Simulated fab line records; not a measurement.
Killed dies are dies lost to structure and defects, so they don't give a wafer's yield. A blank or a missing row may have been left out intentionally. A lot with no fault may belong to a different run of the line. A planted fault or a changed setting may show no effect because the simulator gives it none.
What tool caused it? + flow sky130 + 12 lots, 36 wafers sampled, at 1 step of a route of 708

WHAT EACH GAUGE READ, for each wafer
SKY_VT_ADJUST_LVTN_OVL_MEAS_07.
| lot  | measured     | on         | VT_ADJUST_LVTN_OVL (nm) |
|------|--------------|------------|-------------------------|
| L075 | day 7 08:32  | overlay-02 | 1.1 1.2 0.8             |
| L076 | day 7 15:57  | overlay-02 | 1.8 2.4 1.6             |
| L079 | day 8 05:50  | overlay-01 | 0.2 -0.1 0.9            |
| L081 | day 8 18:20  | overlay-02 | 0.9 -0.1 0.3            |
| L083 | day 9 07:14  | overlay-01 | -0.7 -1.3 -1.5          |
| L085 | day 9 18:26  | overlay-02 | -0.1 -1.0 0.2           |
| L087 | day 10 09:00 | overlay-01 | -0.3 0.2 -1.3           |
| L089 | day 10 22:20 | overlay-02 | 1.4 0.2 1.4             |
| L091 | day 11 09:51 | overlay-01 | 0.8 -0.5 -2.3           |
| L093 | day 11 22:41 | overlay-01 | -0.6 -1.6 0.0           |
| L095 | day 13 10:26 | overlay-01 | -1.6 -0.9 -3.0          |
| L097 | day 13 13:09 | overlay-01 | -0.2 -1.6 -0.7          |

TOOL THAT RAN EACH LOT (tool first, then ch and the chambers of the sampled wafers, then the start)
Record: no process step prior to these readings.

THE ANSWER, worked out from the rows above alone
Rule: what is usual is taken from the lots themselves. The widest of any qualifying gaps counts: lots, ordered by their means at a reading, are off when they make up no more than a third of the lots, leave a main group of 4 or more, and stand apart from it by 3 or more times the standard deviation of that group's means. A main group whose means are all the same, to the digits that the tables above print for the reading, isn't used. A lot without any number at a reading at which 4 lots or more have one is off too. All remaining lots with rows at the step are treated as sound.
Nothing can be told from this: no lot is off at any reading shown.

WHAT THE SIMULATOR HAD INSERTED
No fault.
